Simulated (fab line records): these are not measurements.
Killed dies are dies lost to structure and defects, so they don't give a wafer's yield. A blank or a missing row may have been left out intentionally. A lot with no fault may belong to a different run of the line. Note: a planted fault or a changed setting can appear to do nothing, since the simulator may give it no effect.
fab line records	flow gf180mcu	part 1 of 2: steps 1 to 28 of 37
record: lots: 5	wafers: 15	lastDay: 33
route steps=602 shown V3@443 M4@456 V4@476
lots untouched by any fault: they come from a run of this same line in which no faults occurred
startH: hours from the record's opening day to when the first of the lot's shown wafers began	waitH: time in hours since the lot's previous step	" unchanged from the row above	L1.1+2: one row covering several wafers at once	- either no value or no given start	* or withheld: withheld	< > ~ a bound
route shown NAME@n: a module of which the file shows steps, and the number in the route of the first	usual: mean and standard deviation over wafers with no fault	same: alike in all rows	chamber/n: place in a boat	sites: each site's reading	_std_site: standard deviation of those values	_edge_site: outer sites' mean less inner sites'	radiusMm: for every site, how far away it sits from the centre of the wafer	mask NAME#n: copy n	behind: tool/chamber where the wafer was last shaped	hold: why the lot was held/for how many hours/how that ended	device: transistor that didn't switch, given as n, p or np	end of line: the tests these same wafers got at the end of their route	for a step that has no rows: nothing shown but its recipe	killed: at the first sort, the dies lost to defects and structure; wafer yield is something else	map: the dies of a wafer, with x for killed, . for not killed, _ for no die there
set.NAME: setting as actually run; set.NAME@STEP: the setting as run at that earlier step	model.NAME: the simulator's own value behind a step, which no gauge read
certain route steps with their lots: each step a table, each wafer a row
services: the hour from which a tool's chamber was out of use, counted from the record's first day as startH (under 0 if before that day), plus the number of hours and why
== steps ==
step: GF_V3_CD_MEAS_14
recipe: targetCdNm: 260
usual: cdNm: 259.7/1.2
lot.wafer	tool	chamber	startH	waitH	cdNm
L074.3	cdSem-02	-	506.60	0.1	258.5
L074.5	"	-	"	"	258.7
L074.6	"	-	"	"	258.1
L082.1	cdSem-02	-	579.95	0.1	260.3
L082.3	"	-	"	"	261.0
L082.6	"	-	"	"	259.9
L087.3	cdSem-01	-	620.74	0.1	262.3
L087.5	"	-	"	"	261.9
L087.6	"	-	"	"	261.6
L089.1	cdSem-02	-	640.86	0.1	258.5
L089.4	"	-	"	"	257.8
L089.6	"	-	"	"	258.4
L093.1	cdSem-02	-	663.21	0.1	259.1
L093.4	"	-	"	"	259.9
L093.6	"	-	"	"	260.1
step: GF_V3_OVL_MEAS_15
usual: V3_OVL: 4/5.7
lot.wafer	tool	chamber	startH	waitH	V3_OVL[nm]
L074.3	overlay-02	-	506.69	0.1	-3
L074.5	"	-	"	"	0
L074.6	"	-	"	"	1
L082.1	overlay-02	-	580.07	0.1	6
L082.3	"	-	"	"	1
L082.6	"	-	"	"	-5
L087.3	overlay-02	-	620.83	0.1	5
L087.5	"	-	"	"	2
L087.6	"	-	"	"	8
L089.1	overlay-01	-	640.98	0.1	-6
L089.4	"	-	"	"	3
L089.6	"	-	"	"	-7
L093.1	overlay-02	-	663.33	0.1	1
L093.4	"	-	"	"	-2
L093.6	"	-	"	"	1
step: GF_V3_ETCH_16
recipe: chemistry: N2/H2	targetDepthA: withheld	overetchA: withheld	timeS: withheld	target: BARC	ionEnergyEv: 200	sourceW: 500	biasW: 100	pressureMtorr: 30	n2FlowSccm: 100	h2FlowSccm: 200
usual: drypumpMotorCurrentA: 5.8/0.5	oesProductAu: 0.855/0.0045	throttleValvePct: 13.223/0.0099
lot.wafer	tool	chamber	startH	waitH	drypumpMotorCurrentA	oesProductAu	throttleValvePct
L074.3	rieDiel-01	3	506.72	0.0	6.7	0.853	13.210
L074.5	"	3	"	"	6.7	0.855	13.221
L074.6	"	0	"	"	5.4	0.850	13.224
L082.1	rieDiel-02	1	580.10	0.0	5.8	0.850	13.228
L082.3	"	0	"	"	6.0	0.863	13.227
L082.6	"	3	"	"	5.9	0.851	13.235
L087.3	rieDiel-01	3	620.85	0.0	6.7	0.857	13.226
L087.5	"	2	"	"	5.4	0.864	13.237
L087.6	"	3	"	"	6.6	0.864	13.224
L089.1	rieDiel-03	0	641.02	0.0	5.8	0.855	13.220
L089.4	"	0	"	"	5.8	0.852	13.214
L089.6	"	3	"	"	6.7	0.855	13.219
L093.1	rieDiel-02	3	663.36	0.0	5.9	0.856	13.222
L093.4	"	0	"	"	5.9	0.851	13.224
L093.6	"	1	"	"	5.8	0.849	13.221
step: GF_V3_ETCH_17
recipe: chemistry: C4F8/O2/Ar	maskMaterial: KrF	target: SiO2	stopOn: TiN	sourceW: 1500	biasW: 1200	pressureMtorr: 40	c4f8FlowSccm: withheld	O2_flow_sccm: 6	Ar_flow_sccm: 300	timeS: withheld	targetDepthA: 6350
usual: oesProductAu: 0.856/0.0045
lot.wafer	tool	chamber	startH	waitH	oesProductAu
L074.3	rieDiel-01	3	-	-	0.861
L074.5	"	3	"	"	0.864
L074.6	"	0	"	"	0.855
L082.1	rieDiel-02	1	-	-	0.861
L082.3	"	0	"	"	0.856
L082.6	"	3	"	"	0.853
L087.3	rieDiel-01	3	-	-	0.857
L087.5	"	2	"	"	0.844
L087.6	"	3	"	"	0.848
L089.1	rieDiel-03	0	-	-	0.855
L089.4	"	0	"	"	0.852
L089.6	"	3	"	"	0.854
L093.1	rieDiel-02	3	-	-	0.851
L093.4	"	0	"	"	0.856
L093.6	"	1	"	"	0.860
step: GF_V3_STRIP_18
recipe: chemistry: O2/N2	powerW: 1400	pressureMtorr: 1500	platenTempC: 250	o2FlowSccm: 3000	n2FlowSccm: 300	overashFraction: 0.5
usual: drypumpMotorCurrentA: 5.8/0.57	heaterPowerW: 336/20	oesProductAu: 0.592/0.0047
lot.wafer	tool	chamber	startH	waitH	drypumpMotorCurrentA	heaterPowerW	oesProductAu	rfHoursCounterH
L074.3	plasmaAsher-03	0	506.88	-	6.7	361	0.589	-
L074.5	"	0	"	"	6.6	350	0.592	-
L074.6	"	1	"	"	5.2	323	0.586	-
L082.1	plasmaAsher-04	0	580.23	-	5.3	358	0.603	87
L082.3	"	1	"	"	6.3	350	0.588	-
L082.6	"	1	"	"	6.4	348	0.594	-
L087.3	plasmaAsher-03	1	621.01	-	5.2	332	0.593	-
L087.5	"	0	"	"	6.7	355	0.584	-
L087.6	"	1	"	"	5.2	316	0.586	-
L089.1	plasmaAsher-03	1	641.15	-	5.2	323	0.586	23
L089.4	"	1	"	"	5.2	321	0.597	-
L089.6	"	0	"	"	6.7	356	0.596	-
L093.1	plasmaAsher-03	0	663.49	-	6.7	347	0.589	25
L093.4	"	1	"	"	5.2	320	0.599	-
L093.6	"	0	"	"	6.7	353	0.595	-
step: GF_V3_STRIP_19
recipe: chemistry: postEtchResidueRemover	timeS: 1200	tempC: 72.5
usual: bathHeatDutyPct: 14.6/1.5	tempC: 72.48/0.12
lot.wafer	tool	chamber	startH	waitH	bathHeatDutyPct	tempC
L074.3	wetBench-02	3	506.94	0.0	14.9	72.41
L074.5	"	3	"	"	15.0	72.48
L074.6	"	3	"	"	14.0	72.64
L082.1	wetBench-02	3	580.33	0.1	14.3	72.35
L082.3	"	3	"	"	14.3	72.52
L082.6	"	3	"	"	14.1	72.39
L087.3	wetBench-03	3	621.08	0.0	14.0	72.62
L087.5	"	3	"	"	15.0	72.49
L087.6	"	3	"	"	14.3	72.31
L089.1	wetBench-02	1	641.25	0.1	17.0	72.44
L089.4	"	1	"	"	14.6	72.29
L089.6	"	1	"	"	16.0	72.43
L093.1	wetBench-04	1	663.59	0.1	15.1	72.58
L093.4	"	1	"	"	16.2	72.62
L093.6	"	1	"	"	16.4	72.65
step: GF_V3_CLEAN_20
recipe: chemistry: DIW	dry: n2Spin
lot.wafer	tool	chamber	startH	waitH
L074.3+5+6	wetBench-04	2	507.29	0.0
L082.1+3+6	wetBench-03	2	580.70	0.0
L087.3+5+6	wetBench-04	2	621.45	0.0
L089.1+4+6	wetBench-03	1	641.62	0.0
L093.1+4+6	wetBench-04	3	663.97	0.0
step: GF_V3_SPUTTER_21
recipe: material: Ti	targetThkNm: 15	chamberPressurePa: 5	powerW: 2500	substrateTempC: 200	timeS: 80.02
usual: throttleValvePct: 30.0/1
lot.wafer	tool	chamber	startH	waitH	throttleValvePct
L074.3	pvdSputter-03	-	507.39	0.0	29.0
L074.5	"	-	"	"	28.3
L074.6	"	-	"	"	31.8
L082.1	pvdSputter-03	-	580.80	0.0	30.4
L082.3	"	-	"	"	30.0
L082.6	"	-	"	"	28.6
L087.3	pvdSputter-03	-	621.55	0.0	30.1
L087.5	"	-	"	"	29.9
L087.6	"	-	"	"	31.7
L089.1	pvdSputter-01	-	641.71	0.0	28.9
L089.4	"	-	"	"	31.0
L089.6	"	-	"	"	29.4
L093.1	pvdSputter-02	-	664.07	0.0	31.4
L093.4	"	-	"	"	30.2
L093.6	"	-	"	"	29.9
step: GF_V3_SPUTTER_22
recipe: material: TiN	targetThkNm: 10	chamberPressurePa: 5	powerW: 4000	timeS: 40
usual: throttleValvePct: 30.0/1
lot.wafer	tool	chamber	startH	waitH	throttleValvePct
L074.3	pvdSputter-03	-	507.45	0.0	28.3
L074.5	"	-	"	"	28.7
L074.6	"	-	"	"	31.6
L082.1	pvdSputter-03	-	580.86	0.0	30.4
L082.3	"	-	"	"	30.2
L082.6	"	-	"	"	28.8
L087.3	pvdSputter-03	-	621.62	0.0	29.9
L087.5	"	-	"	"	30.2
L087.6	"	-	"	"	31.8
L089.1	pvdSputter-01	-	641.77	0.0	29.2
L089.4	"	-	"	"	30.9
L089.6	"	-	"	"	29.5
L093.1	pvdSputter-02	-	664.13	0.0	31.5
L093.4	"	-	"	"	30.1
L093.6	"	-	"	"	29.7
step: GF_V3_CVD_23
recipe: material: W	targetThkNm: 350	timeS: 104.9	tempC: 400	pressureTorr: 40
usual: chamberPressureTorr: 39.99/0.082	heaterPowerW: 871/50
lot.wafer	tool	chamber	startH	waitH	chamberPressureTorr	heaterPowerW
L074.3	cvdW-01	0	507.52	0.1	39.98	925
L074.5	"	1	"	"	40.18	901
L074.6	"	0	"	"	40.13	922
L082.1	cvdW-02	0	580.90	0.0	39.99	809
L082.3	"	1	"	"	40.05	860
L082.6	"	0	"	"	39.97	809
L087.3	cvdW-01	0	621.69	0.1	39.91	910
L087.5	"	1	"	"	39.96	912
L087.6	"	0	"	"	39.84	931
L089.1	cvdW-01	0	641.81	0.0	40.00	932
L089.4	"	0	"	"	39.87	935
L089.6	"	0	"	"	39.93	939
L093.1	cvdW-01	0	664.17	0.0	40.05	912
L093.4	"	0	"	"	39.94	937
L093.6	"	1	"	"	39.89	891
step: GF_V3_RS_MEAS_24
recipe: thkMeasGauge: four-point-probe	reads: W_of_V3_CVD_23+TiN_of_V3_SPUTTER_22+Ti_of_V3_SPUTTER_21
usual: V3_W_RS: 0.3299/0.0026
lot.wafer	tool	chamber	startH	waitH	V3_W_RS[ohm/sq]
L074.3	filmMetro-03	-	507.64	0.1	0.3298
L074.5	"	-	"	"	0.3314
L074.6	"	-	"	"	0.3345
L082.1	filmMetro-03	-	581.01	0.1	0.3288
L082.3	"	-	"	"	0.3284
L082.6	"	-	"	"	0.3289
L087.3	filmMetro-03	-	621.81	0.1	0.3349
L087.5	"	-	"	"	0.3335
L087.6	"	-	"	"	0.3338
L089.1	filmMetro-03	-	641.92	0.1	0.3281
L089.4	"	-	"	"	0.3273
L089.6	"	-	"	"	0.3299
L093.1	filmMetro-02	-	664.28	0.1	0.3311
L093.4	"	-	"	"	0.3285
L093.6	"	-	"	"	0.3298
step: GF_V3_THK_MEAS_25
recipe: thkMeasGauge: xrf	reads: W_of_V3_CVD_23
usual: V3_W_THK: 352/4.2
lot.wafer	tool	chamber	startH	waitH	V3_W_THK[nm]
L074.3	filmMetro-03	-	507.74	0.1	353
L074.5	"	-	"	"	350
L074.6	"	-	"	"	346
L082.1	filmMetro-03	-	581.13	0.1	348
L082.3	"	-	"	"	349
L082.6	"	-	"	"	350
L087.3	filmMetro-03	-	621.91	0.1	347
L087.5	"	-	"	"	348
L087.6	"	-	"	"	346
L089.1	filmMetro-03	-	642.04	0.1	354
L089.4	"	-	"	"	353
L089.6	"	-	"	"	348
L093.1	filmMetro-02	-	664.40	0.1	353
L093.4	"	-	"	"	354
L093.6	"	-	"	"	354
step: GF_V3_CMP_26
recipe: stopOn: SiO2	downForcePsi: 3.5	platenRpm: 60	tOverpolishS: 15	targetThkNm: 0	padVelocityMS: 0.94248
usual: motorCurrentA: 11.2/1.1	overpolishRunS: 15.001/0.0092	retainingRingPressureFrac: 1.001/0.0051	timeToEndpointS: 84.9/2.6
lot.wafer	tool	chamber	startH	waitH	motorCurrentA	overpolishRunS	retainingRingPressureFrac	timeToEndpointS
L074.3	cmp-02	2	507.88	0.1	11.8	15.000	1.001	86.8
L074.5	"	0	"	"	9.9	14.991	0.996	85.2
L074.6	"	1	"	"	11.6	15.017	1.002	83.8
L082.3	cmp-02	3	581.19	0.0	10.3	14.991	0.995	92.1
L082.1	"	0	"	"	9.2	15.000	1.000	88.0
L082.6	"	0	"	"	9.6	14.988	0.997	90.3
L087.3	cmp-01	2	622.18	0.3	10.8	14.994	1.002	84.7
L087.5	"	1	"	"	10.4	14.999	1.004	82.6
L087.6	"	2	"	"	10.9	14.998	1.003	84.1
L089.4	cmp-01	3	642.20	0.1	12.8	15.001	0.999	85.9
L089.1	"	0	"	"	11.5	14.989	0.999	82.6
L089.6	"	2	"	"	11.2	14.995	1.009	82.0
L093.1	cmp-02	1	664.46	0.1	11.6	15.002	0.998	88.2
L093.4	"	3	"	"	11.2	14.999	0.994	91.9
L093.6	"	2	"	"	11.6	14.997	1.004	88.8
step: GF_M4_SPUTTER_00
recipe: material: Ti	targetThkNm: 37.5	arrivingIonEnergyEv: 80	substrateTempC: 200	chamberPressurePa: 2	powerW: 4000	timeS: 150
usual: throttleValvePct: 29.7/1.1
lot.wafer	tool	chamber	startH	waitH	throttleValvePct
L074.3	pvdSputter-04	-	508.08	0.1	30.7
L074.5	"	-	"	"	28.2
L074.6	"	-	"	"	29.1
L082.1	pvdSputter-02	-	581.49	0.2	31.3
L082.3	"	-	"	"	29.5
L082.6	"	-	"	"	30.1
L087.3	pvdSputter-01	-	622.43	0.2	30.6
L087.5	"	-	"	"	30.6
L087.6	"	-	"	"	31.0
L089.1	pvdSputter-04	-	642.40	0.1	28.1
L089.4	"	-	"	"	29.2
L089.6	"	-	"	"	29.5
L093.1	pvdSputter-01	-	664.76	0.2	29.4
L093.4	"	-	"	"	29.2
L093.6	"	-	"	"	29.3
step: GF_M4_SPUTTER_01
recipe: material: TiN	targetThkNm: 30	powerW: 6500	timeS: 25	chamberPressurePa: 0.4
usual: throttleValvePct: 29.7/1.2
lot.wafer	tool	chamber	startH	waitH	throttleValvePct
L074.3	pvdSputter-04	-	508.18	0.1	30.7
L074.5	"	-	"	"	28.1
L074.6	"	-	"	"	28.8
L082.1	pvdSputter-02	-	581.59	0.1	31.7
L082.3	"	-	"	"	29.6
L082.6	"	-	"	"	30.1
L087.3	pvdSputter-01	-	622.53	0.1	30.7
L087.5	"	-	"	"	30.5
L087.6	"	-	"	"	31.2
L089.1	pvdSputter-04	-	642.50	0.1	27.9
L089.4	"	-	"	"	29.2
L089.6	"	-	"	"	29.3
L093.1	pvdSputter-01	-	664.86	0.1	29.3
L093.4	"	-	"	"	29.0
L093.6	"	-	"	"	29.4
step: GF_M4_SPUTTER_02
recipe: material: AlCu	targetThkNm: 450	powerW: 10600	timeS: 23.9	chamberPressurePa: 0.4
usual: throttleValvePct: 29.6/1.1
lot.wafer	tool	chamber	startH	waitH	throttleValvePct
L074.3	pvdSputter-04	-	508.21	0.0	30.8
L074.5	"	-	"	"	28.0
L074.6	"	-	"	"	29.3
L082.1	pvdSputter-02	-	581.62	0.0	31.5
L082.3	"	-	"	"	29.5
L082.6	"	-	"	"	30.4
L087.3	pvdSputter-01	-	622.56	0.0	30.9
L087.5	"	-	"	"	30.9
L087.6	"	-	"	"	30.8
L089.1	pvdSputter-04	-	642.53	0.0	28.0
L089.4	"	-	"	"	29.0
L089.6	"	-	"	"	29.0
L093.1	pvdSputter-01	-	664.89	0.0	29.4
L093.4	"	-	"	"	28.8
L093.6	"	-	"	"	29.2
step: GF_M4_SPUTTER_03
recipe: material: Ti	targetThkNm: 10	substrateTempC: 300	chamberPressurePa: 0.3	powerW: 3000	timeS: 6.7
usual: throttleValvePct: 29.7/1.1
lot.wafer	tool	chamber	startH	waitH	throttleValvePct
L074.3	pvdSputter-04	-	508.24	0.0	30.9
L074.5	"	-	"	"	27.9
L074.6	"	-	"	"	29.2
L082.1	pvdSputter-02	-	581.65	0.0	31.2
L082.3	"	-	"	"	29.7
L082.6	"	-	"	"	30.2
L087.3	pvdSputter-01	-	622.59	0.0	30.6
L087.5	"	-	"	"	30.9
L087.6	"	-	"	"	30.8
L089.1	pvdSputter-04	-	642.56	0.0	28.0
L089.4	"	-	"	"	29.3
L089.6	"	-	"	"	29.1
L093.1	pvdSputter-01	-	664.92	0.0	29.2
L093.4	"	-	"	"	29.1
L093.6	"	-	"	"	29.3
step: GF_M4_SPUTTER_04
recipe: material: TiN	targetThkNm: 50	powerW: 6500	timeS: 41.7	chamberPressurePa: 0.4
usual: throttleValvePct: 29.6/1.1
lot.wafer	tool	chamber	startH	waitH	throttleValvePct
L074.3	pvdSputter-04	-	508.26	0.0	31.0
L074.5	"	-	"	"	28.2
L074.6	"	-	"	"	29.0
L082.1	pvdSputter-02	-	581.67	0.0	31.3
L082.3	"	-	"	"	29.5
L082.6	"	-	"	"	30.1
L087.3	pvdSputter-01	-	622.61	0.0	30.7
L087.5	"	-	"	"	30.7
L087.6	"	-	"	"	31.0
L089.1	pvdSputter-04	-	642.58	0.0	28.0
L089.4	"	-	"	"	29.0
L089.6	"	-	"	"	29.2
L093.1	pvdSputter-01	-	664.94	0.0	29.5
L093.4	"	-	"	"	29.1
L093.6	"	-	"	"	28.8
step: GF_M4_RS_MEAS_05
recipe: thkMeasGauge: four-point-probe	reads: TiN_of_M4_SPUTTER_04+Ti_of_M4_SPUTTER_03+AlCu_of_M4_SPUTTER_02+TiN_of_M4_SPUTTER_01+Ti_of_M4_SPUTTER_00
usual: M4_ALCU_RS: 0.0698/0.00065
lot.wafer	tool	chamber	startH	waitH	M4_ALCU_RS[ohm/sq]
L074.3	filmMetro-04	-	508.34	0.1	0.0698
L074.5	"	-	"	"	0.0694
L074.6	"	-	"	"	0.0699
L082.1	filmMetro-03	-	581.71	0.0	0.0686
L082.3	"	-	"	"	0.0690
L082.6	"	-	"	"	0.0691
L087.3	filmMetro-03	-	622.69	0.1	0.0705
L087.5	"	-	"	"	0.0709
L087.6	"	-	"	"	0.0700
L089.1	filmMetro-01	-	642.62	0.0	0.0692
L089.4	"	-	"	"	0.0696
L089.6	"	-	"	"	0.0694
L093.1	filmMetro-04	-	664.98	0.0	0.0698
L093.4	"	-	"	"	0.0699
L093.6	"	-	"	"	0.0701
step: GF_M4_THK_MEAS_06
recipe: thkMeasGauge: xrf	reads: AlCu_of_M4_SPUTTER_02
usual: M4_ALCU_THK: 453/5.8
lot.wafer	tool	chamber	startH	waitH	M4_ALCU_THK[nm]
L074.3	filmMetro-04	-	508.44	0.1	454
L074.5	"	-	"	"	456
L074.6	"	-	"	"	453
L082.1	filmMetro-03	-	581.83	0.1	458
L082.3	"	-	"	"	455
L082.6	"	-	"	"	452
L087.3	filmMetro-03	-	622.79	0.1	443
L087.5	"	-	"	"	440
L087.6	"	-	"	"	445
L089.1	filmMetro-01	-	642.74	0.1	463
L089.4	"	-	"	"	460
L089.6	"	-	"	"	461
L093.1	filmMetro-04	-	665.10	0.1	451
L093.4	"	-	"	"	447
L093.6	"	-	"	"	446
step: GF_M4_DEHYDRATE_07
recipe: tempC: 200	timeS: 60
lot.wafer	tool	chamber	startH	waitH
L074.3+5+6	lithoTrack-03	0	519.85	11.4
L082.1+3+6	lithoTrack-02	0	591.81	10.0
L087.3+5+6	lithoTrack-04	0	631.86	9.1
L089.1+4+6	lithoTrack-04	0	651.86	9.1
L093.1+4+6	lithoTrack-02	0	673.96	8.8
step: GF_M4_HMDS_08
recipe: primeTimeS: 60	primeTempC: 120
lot.wafer	tool	chamber	startH	waitH
L074.3+5+6	lithoTrack-03	0	520.00	0.1
L082.1+3+6	lithoTrack-02	0	591.96	0.1
L087.3+5+6	lithoTrack-04	0	632.01	0.1
L089.1+4+6	lithoTrack-04	0	652.01	0.1
L093.1+4+6	lithoTrack-02	0	674.11	0.1
step: GF_M4_COAT_09
recipe: resist: KrF	spinRpm: withheld	resistThkNm: 1000
lot.wafer	tool	chamber	startH	waitH
L074.3+5+6	lithoTrack-03	0	520.15	0.1
L082.1+3+6	lithoTrack-02	0	592.11	0.1
L087.3+5+6	lithoTrack-04	0	632.16	0.1
L089.1+4+6	lithoTrack-04	0	652.16	0.1
L093.1+4+6	lithoTrack-02	0	674.26	0.1
step: GF_M4_SOFTBAKE_10
recipe: tempC: 130	timeS: 60	resist: KrF
lot.wafer	tool	chamber	startH	waitH
L074.3+5+6	lithoTrack-03	0	520.30	0.1
L082.1+3+6	lithoTrack-02	0	592.26	0.1
L087.3+5+6	lithoTrack-04	0	632.31	0.1
L089.1+4+6	lithoTrack-04	0	652.31	0.1
L093.1+4+6	lithoTrack-02	0	674.41	0.1
step: GF_M4_EXPOSE_11
recipe: maskId: Metal4	targetCdNm: 280	na: 0.68	sourceShape: conventional	sigmaOuter: 0.6	doseMj: 28
same: na: 0.68
lot.wafer	tool	chamber	startH	waitH	mask
L074.3+5+6	krfScanner-01	0	-	-	Metal4#0
L082.1+3+6	krfScanner-02	0	-	-	Metal4#0
L087.3+5+6	krfScanner-01	0	-	-	Metal4#0
L089.1+4+6	krfScanner-02	0	-	-	Metal4#0
L093.1+4+6	krfScanner-01	0	-	-	Metal4#0
step: GF_M4_PEB_12
recipe: pebTempC: 135	pebTimeS: 90	resist: KrF
lot.wafer	tool	chamber	startH	waitH
L074.3+5+6	lithoTrack-04	0	-	-
L082.1+3+6	lithoTrack-04	0	-	-
L087.3+5+6	lithoTrack-03	0	-	-
L089.1+4+6	lithoTrack-04	0	-	-
L093.1+4+6	lithoTrack-04	0	-	-
step: GF_M4_DEVELOP_13
recipe: developTimeS: 60	devTempC: 21
lot.wafer	tool	chamber	startH	waitH
L074.3+5+6	lithoTrack-04	0	531.56	0.1
L082.1+3+6	lithoTrack-04	0	602.21	0.2
L087.3+5+6	lithoTrack-03	0	642.45	0.1
L089.1+4+6	lithoTrack-04	0	662.16	0.2
L093.1+4+6	lithoTrack-04	0	683.76	0.2
step: GF_M4_CD_MEAS_14
recipe: targetCdNm: 280
usual: cdNm: 280.4/0.99
lot.wafer	tool	chamber	startH	waitH	cdNm
L074.3	cdSem-02	-	531.70	0.1	279.7
L074.5	"	-	"	"	279.9
L074.6	"	-	"	"	279.6
L082.1	cdSem-01	-	602.36	0.1	279.1
L082.3	"	-	"	"	279.1
L082.6	"	-	"	"	280.0
L087.3	cdSem-02	-	642.59	0.1	279.6
L087.5	"	-	"	"	281.1
L087.6	"	-	"	"	280.0
L089.1	cdSem-01	-	662.31	0.1	280.3
L089.4	"	-	"	"	281.1
L089.6	"	-	"	"	280.0
L093.1	cdSem-01	-	683.91	0.1	282.0
L093.4	"	-	"	"	281.8
L093.6	"	-	"	"	280.7
